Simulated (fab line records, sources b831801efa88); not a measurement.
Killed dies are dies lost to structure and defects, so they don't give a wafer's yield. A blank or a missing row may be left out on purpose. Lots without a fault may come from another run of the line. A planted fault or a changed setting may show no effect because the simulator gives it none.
fab line records | flow sky130
record lots=6 wafers=18 last_day=50
route steps=708 shown LDD_P@258 LDD_HVN@267 PAD_OPEN@708
lots that met no fault: from a run of the same line without faults
start_h: hours from the record's first day to the start of the lot's first wafer shown | wait_h: hours since the lot's step before | " the same as in the row above | L1.1+2: a row that stands for several wafers | - no value, or no start given | * or withheld: withheld | < > ~ a bound
route shown NAME@n: a module of which the file shows steps, and the number in the route of the first | usual: mean/standard deviation of fault-free wafers | same: alike in all rows | chamber/n: place in a boat | sites: the reading at each site | _std_site: their standard deviation | _edge_site: outer sites' mean less inner sites' | radius_mm: how far each site lies from the wafer's centre | mask NAME#n: copy n | behind: the tool/chamber that last shaped the wafer | hold: why the lot was held/for how many hours/how that ended | device: the transistor (n, p or np) that didn't switch | end of line: the same wafers' tests at the end of the route | a step without rows: its recipe alone | killed: dies lost to structure and defects at the first sort, not the wafer's yield | map: a wafer's dies, x killed, . not, _ none there
set.NAME: the setting as run; set.NAME@STEP: as run at that earlier step | model.NAME: the simulator's own value behind a step, which no gauge read
lots at some steps of the route; a table a step, a row a wafer
services: from which hour (start_h, from the record's first day; less than 0 if before it) a tool's chamber was out of use, for how many hours, and why
## steps
# step SKY_LDD_P_SOFTBAKE_03
# recipe temp_c=90 time_s=60 resist=NOVOLAK
# step SKY_LDD_P_EXPOSE_04
# recipe mask_id=PSDM na=0.6 source_shape=conventional sigma_outer=0.6 polarization=unpolarized target_cd_nm=380 dose_mj=138
# step SKY_LDD_P_PEB_05
# recipe temp_c=withheld time_s=* resist=NOVOLAK
# step SKY_LDD_P_DEVELOP_06
# recipe resist=NOVOLAK developer=TMAH develop_time_s=60 dev_temp_c=23
# step SKY_LDD_P_CD_MEAS_07
# recipe target_cd_nm=380
# usual cd_nm=379.9/2
# columns lot.wafer tool chamber start_h wait_h cd_nm
L400.1 cd_sem-02 - 438.16 0.1 379.8
L400.2 " - " " 379.8
L400.3 " - " " 379.5
L415.1 cd_sem-02 - 574.66 0.1 380.9
L415.2 " - " " 381.4
L415.3 " - " " 381.1
L417.1 cd_sem-02 - 591.54 0.1 380.8
L417.2 " - " " 383.3
L417.5 " - " " 381.2
L419.3 cd_sem-01 - 603.00 0.1 377.5
L419.4 " - " " 378.0
L419.5 " - " " 376.1
L420.3 cd_sem-02 - 606.78 0.1 379.4
L420.4 " - " " 379.5
L420.5 " - " " 376.6
L422.2 cd_sem-02 - 627.98 0.1 382.2
L422.3 " - " " 382.7
L422.6 " - " " 382.3
# step SKY_LDD_P_OVL_MEAS_08
# usual LDD_P_OVL=0.4/1.6
# columns lot.wafer tool chamber start_h wait_h LDD_P_OVL[nm]
L400.1 overlay-02 - 438.28 0.1 -2.1
L400.2 " - " " -0.5
L400.3 " - " " -0.8
L415.1 overlay-02 - 574.78 0.1 1.8
L415.2 " - " " 0.6
L415.3 " - " " 2.0
L417.1 overlay-02 - 591.66 0.1 -0.3
L417.2 " - " " -1.5
L417.5 " - " " -1.1
L419.3 overlay-02 - 603.09 0.1 -1.4
L419.4 " - " " -3.1
L419.5 " - " " -3.4
L420.3 overlay-01 - 606.87 0.1 0.1
L420.4 " - " " -0.5
L420.5 " - " " -0.6
L422.2 overlay-02 - 628.08 0.1 1.3
L422.3 " - " " 2.3
L422.6 " - " " 0.4
# step SKY_LDD_P_IMPLANT_09
# recipe species=BF2 energy_kev=25 dose_cm2=1e+13 tilt_deg=withheld
# step SKY_LDD_P_STRIP_10
# recipe chemistry=O2/N2 power_w=1400 pressure_mtorr=1500 platen_temp_c=withheld o2_flow_sccm=3000 n2_flow_sccm=300 overash_fraction=0.5
# usual drypump_motor_current_A=6.17/0.29 oes_product_au=0.715/0.0048 strip_time_to_endpoint_s=14.17/0.036
# columns lot.wafer tool chamber start_h wait_h drypump_motor_current_A oes_product_au rf_hours_counter_h strip_time_to_endpoint_s
L400.1 plasma_asher-02 1 438.46 0.1 6.51 0.712 73 14.17
L400.2 " 0 " " 5.78 0.717 73 14.17
L400.3 " 1 " " 6.53 0.706 - 14.21
L415.1 plasma_asher-02 0 574.96 0.1 5.74 0.719 86 14.16
L415.2 " 1 " " 6.50 0.723 86 14.09
L415.3 " 1 " " 6.52 0.712 - 14.19
L417.1 plasma_asher-02 1 591.85 0.1 6.50 0.713 87 14.11
L417.2 " 0 " " 5.76 0.722 87 14.12
L417.5 " 0 " " 5.76 0.713 - 14.13
L419.3 plasma_asher-01 1 603.30 0.1 6.38 0.718 - 14.16
L419.4 " 0 " " 5.84 0.718 - 14.22
L419.5 " 1 " " 6.41 0.713 - 14.19
L420.3 plasma_asher-01 0 607.08 0.1 5.86 0.718 - 14.15
L420.4 " 1 " " 6.38 0.707 - 14.15
L420.5 " 0 " " 5.86 0.714 - 14.12
L422.2 plasma_asher-04 0 628.26 0.1 6.35 0.723 50 14.20
L422.3 " 1 " " 6.26 0.719 - 14.19
L422.6 " 0 " " 6.34 0.720 - 14.20
# step SKY_LDD_P_TW_MEAS_11
# usual LDD_P_TW=640/3.9
# columns lot.wafer tool chamber start_h wait_h LDD_P_TW
L400.1 film_metro-02 - 438.56 0.1 636
L400.2 " - " " 637
L400.3 " - " " 640
L415.1 film_metro-02 - 575.06 0.1 635
L415.2 " - " " 634
L415.3 " - " " 637
L417.1 film_metro-01 - 591.95 0.1 642
L417.2 " - " " 642
L417.5 " - " " 642
L419.3 film_metro-04 - 603.38 0.1 638
L419.4 " - " " 637
L419.5 " - " " 638
L420.3 film_metro-01 - 607.17 0.1 644
L420.4 " - " " 642
L420.5 " - " " 645
L422.2 film_metro-02 - 628.37 0.1 632
L422.3 " - " " 637
L422.6 " - " " 636
# step SKY_LDD_HVN_DEHYDRATE_00
# recipe temp_c=200 time_s=60
# step SKY_LDD_HVN_HMDS_01
# recipe prime_time_s=60 prime_temp_c=120
# step SKY_LDD_HVN_COAT_02
# recipe resist=NOVOLAK spin_rpm=3000 resist_thk_nm=300
# step SKY_LDD_HVN_SOFTBAKE_03
# recipe temp_c=90 time_s=60 resist=NOVOLAK
# usual heater_power_total_W=56.60/0.048 run_length_s=89.08/0.18
# columns lot.wafer tool chamber start_h wait_h heater_power_total_W run_length_s
L400.1 litho_track-04 0 453.86 0.1 56.68 89.16
L400.2 " 0 " " 56.58 89.14
L400.3 " 0 " " 56.56 89.46
L415.1 litho_track-01 0 590.44 0.1 56.65 88.84
L415.2 " 0 " " 56.64 88.86
L415.3 " 0 " " 56.62 88.96
L417.1 litho_track-04 0 606.81 0.1 56.63 89.33
L417.2 " 0 " " 57.62 86.76
L417.5 " 0 " " 56.70 89.41
L419.3 litho_track-01 0 617.54 0.1 56.60 88.98
L419.4 " 0 " " 56.60 88.92
L419.5 " 0 " " 56.56 89.07
L420.3 litho_track-04 0 622.11 0.1 57.55 86.51
L420.4 " 0 " " 56.65 89.48
L420.5 " 0 " " 56.52 89.56
L422.2 litho_track-01 0 642.37 0.1 56.51 88.94
L422.3 " 0 " " 56.65 88.91
L422.6 " 0 " " 56.64 89.15
# step SKY_LDD_HVN_EXPOSE_04
# recipe mask_id=HVNTM na=0.6 source_shape=conventional sigma_outer=0.6 polarization=unpolarized target_cd_nm=700 dose_mj=127
# step SKY_PAD_OPEN_PROBE_99
# usual killed_at_M0_to_M3=44/6.8 killed_at_M4_up=3.2/1.7 killed_at_contacts=24/4.9 killed_at_front_end=14/4.1 killed_at_other=0.2/0.51 killed_dies=85/8.7 killed_open=46/6.8 killed_short=39/6.1
# same gross_dies=492 killed_at_back_side=0
# columns lot.wafer tool chamber start_h wait_h killed_at_M0_to_M3 killed_at_M4_up killed_at_contacts killed_at_front_end killed_at_other killed_dies killed_open killed_short
L400.1 prober-01 - 1076.27 0.1 46 1 30 15 0 92 47 45
L400.2 prober-01 - 1076.32 0.1 41 4 19 9 0 73 40 33
L400.3 prober-01 - 1076.37 0.2 42 4 22 11 0 79 44 35
L415.1 prober-02 - 1171.22 0.1 49 7 14 16 1 87 43 44
L415.2 prober-02 - 1171.27 0.1 41 3 24 13 0 81 37 44
L415.3 prober-02 - 1171.32 0.2 35 5 25 15 0 80 48 32
L417.1 prober-02 - 1174.31 0.1 35 0 26 17 0 78 38 40
L417.2 prober-02 - 1174.36 0.1 43 2 31 15 0 91 44 47
L417.5 prober-02 - 1174.51 0.2 44 1 26 14 0 85 58 27
L419.3 prober-01 - 1181.12 0.2 47 1 23 20 0 91 54 37
L419.4 prober-01 - 1181.17 0.2 42 4 21 19 0 86 50 36
L419.5 prober-01 - 1181.22 0.2 41 6 30 19 0 96 53 43
L420.3 prober-01 - 1185.46 0.2 41 2 19 8 0 70 43 27
L420.4 prober-01 - 1185.51 0.2 49 5 31 11 0 96 53 43
L420.5 prober-01 - 1185.56 0.2 49 1 28 11 0 89 48 41
L422.2 prober-01 - 1196.51 0.1 40 3 27 13 0 83 46 37
L422.3 prober-01 - 1196.56 0.2 53 4 20 15 1 93 47 46
L422.6 prober-01 - 1196.71 0.2 34 3 25 16 0 78 48 30
# killed by level:class
L400.1 CONTACT:geometric_particle:open=14 CONTACT:geometric_particle:short=8 VIA2:geometric_particle:open=7 METAL1:geometric_particle:short=6 VIA1:geometric_particle:open=6 VIA3:geometric_particle:open=6 METAL2:geometric_particle:short=5 FIELD_ISO:geometric_particle:short=4
L400.2 VIA1:geometric_particle:open=10 CONTACT:geometric_particle:open=8 CONTACT:geometric_particle:short=7 METAL2:geometric_particle:short=6 FIELD_ISO:geometric_particle:open=5 VIA2:geometric_particle:open=5 METAL1:geometric_particle:short=4 VIA1:geometric_particle:short=4
L400.3 VIA1:geometric_particle:open=13 CONTACT:geometric_particle:open=8 LI_CONTACT:geometric_particle:open=6 METAL1:geometric_particle:short=6 CONTACT:geometric_particle:short=5 VIA2:geometric_particle:open=5 METAL2:geometric_particle:short=4 VIA3:geometric_particle:open=4
L415.1 VIA1:geometric_particle:open=11 METAL1:geometric_particle:short=7 VIA1:geometric_particle:short=7 VIA3:geometric_particle:open=7 METAL4:geometric_particle:short=6 CONTACT:geometric_particle:open=6 VIA2:geometric_particle:short=6 METAL2:geometric_particle:short=5
L415.2 CONTACT:geometric_particle:open=8 VIA1:geometric_particle:open=8 CONTACT:geometric_particle:short=6 METAL1:geometric_particle:short=6 VIA3:geometric_particle:open=6 VIA1:geometric_particle:short=5 METAL2:geometric_particle:short=5 FIELD_ISO:geometric_particle:short=4
L415.3 VIA1:geometric_particle:open=11 CONTACT:geometric_particle:open=9 FIELD_ISO:geometric_particle:open=5 LI_CONTACT:geometric_particle:short=4 VIA2:geometric_particle:open=4 METAL1:geometric_particle:short=4 VIA3:geometric_particle:open=4 POLY_GATE:geometric_particle:short=3
L417.1 LI_CONTACT:geometric_particle:open=7 VIA1:geometric_particle:open=7 VIA2:geometric_particle:open=7 CONTACT:geometric_particle:short=6 LOCAL_INTERCONNECT:geometric_particle:short=5 CONTACT:geometric_particle:open=5 VIA3:geometric_particle:short=5 FIELD_ISO:geometric_particle:short=4
L417.2 LI_CONTACT:geometric_particle:open=9 FIELD_ISO:geometric_particle:open=7 CONTACT:geometric_particle:open=7 METAL2:geometric_particle:short=7 VIA3:geometric_particle:open=7 LOCAL_INTERCONNECT:geometric_particle:short=6 VIA1:geometric_particle:open=6 LI_CONTACT:geometric_particle:short=5
L417.5 LI_CONTACT:geometric_particle:open=13 VIA2:geometric_particle:open=12 CONTACT:geometric_particle:open=10 VIA1:geometric_particle:open=8 VIA3:geometric_particle:open=6 METAL2:geometric_particle:short=5 METAL1:geometric_particle:short=4 FIELD_ISO:geometric_particle:open=3
L419.3 VIA1:geometric_particle:open=14 CONTACT:geometric_particle:open=9 FIELD_ISO:geometric_particle:open=6 POLY_GATE:geometric_particle:open=6 CONTACT:geometric_particle:short=6 VIA3:geometric_particle:open=6 METAL2:geometric_particle:short=6 METAL1:geometric_particle:short=5
L419.4 CONTACT:geometric_particle:open=9 VIA1:geometric_particle:open=9 VIA3:geometric_particle:open=9 VIA3:geometric_particle:short=6 LI_CONTACT:geometric_particle:open=5 FIELD_ISO:geometric_particle:short=4 POLY_GATE:geometric_particle:open=4 CONTACT:geometric_particle:short=4
L419.5 VIA1:geometric_particle:open=17 LI_CONTACT:geometric_particle:open=9 CONTACT:geometric_particle:open=9 FIELD_ISO:geometric_particle:short=6 METAL2:geometric_particle:short=5 POLY_GATE:geometric_particle:open=4 LI_CONTACT:geometric_particle:short=4 CONTACT:geometric_particle:short=4
L420.3 LI_CONTACT:geometric_particle:open=11 VIA2:geometric_particle:open=10 VIA1:geometric_particle:open=7 CONTACT:geometric_particle:open=5 METAL1:geometric_particle:short=5 VIA1:geometric_particle:short=5 METAL3:geometric_particle:short=4 VIA3:geometric_particle:open=3
L420.4 LI_CONTACT:geometric_particle:open=13 CONTACT:geometric_particle:open=9 VIA1:geometric_particle:open=8 METAL1:geometric_particle:short=8 VIA3:geometric_particle:open=8 VIA1:geometric_particle:short=6 FIELD_ISO:geometric_particle:short=5 METAL3:geometric_particle:short=5
L420.5 CONTACT:geometric_particle:open=15 VIA1:geometric_particle:open=10 METAL1:geometric_particle:short=8 LI_CONTACT:geometric_particle:open=5 VIA2:geometric_particle:open=5 VIA1:geometric_particle:short=5 VIA3:geometric_particle:short=5 VIA3:geometric_particle:open=5
L422.2 VIA1:geometric_particle:open=11 METAL1:geometric_particle:short=8 LI_CONTACT:geometric_particle:open=8 CONTACT:geometric_particle:open=8 LI_CONTACT:geometric_particle:short=5 LOCAL_INTERCONNECT:geometric_particle:short=5 VIA2:geometric_particle:open=4 FIELD_ISO:geometric_particle:short=3
L422.3 VIA1:geometric_particle:open=13 METAL2:geometric_particle:short=12 CONTACT:geometric_particle:open=11 METAL1:geometric_particle:short=6 FIELD_ISO:geometric_particle:open=4 POLY_GATE:geometric_particle:open=4 LI_CONTACT:geometric_particle:open=4 VIA1:geometric_particle:short=4
L422.6 VIA1:geometric_particle:open=14 CONTACT:geometric_particle:open=11 LI_CONTACT:geometric_particle:open=8 POLY_GATE:geometric_particle:open=5 POLY_GATE:geometric_particle:short=4 CONTACT:geometric_particle:short=4 FIELD_ISO:geometric_particle:short=3 METAL2:geometric_particle:short=3
## services
# columns tool chamber start_h hours kind
plasma_asher-02 - 427.84 1.3 repair
plasma_asher-04 - 477.69 2.8 pm
plasma_asher-01 - 511.22 2.0 repair
plasma_asher-02 - 530.22 2.8 pm
plasma_asher-02 - 535.48 1.8 repair
plasma_asher-04 - 542.33 2.1 repair
plasma_asher-04 - 588.81 0.4 repair
## key
first_sign step=SKY_LDD_HVN_SOFTBAKE_03 reading=heater_power_total_W direction=up sigmas=21 usual=* struck=*
effect step=SKY_LDD_HVN_SOFTBAKE_03 reading=run_length_s direction=down sigmas=14 usual=* struck=*
met_at SKY_LDD_HVN_SOFTBAKE_03
struck_wafers L417.2,L420.3
tester_left_out L417,L420
onset_between 453.86 606.81
fault kind=process_parameter_drift tool=litho_track-04 chamber=- onset_h=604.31 steps=SKY_LDD_HVN_SOFTBAKE_03 channel=time_s offset=* shape=step end_h=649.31 scope=struck_wafers_only acts_in=* stated=*
# tester_left_out: of these lots the tester's yield and bins aren't shown, on N5 and GAA mostly nor the transistor test; their killed dies are dies lost to structure and defects alone, not to doping, threshold or leakage, so they don't give the yield
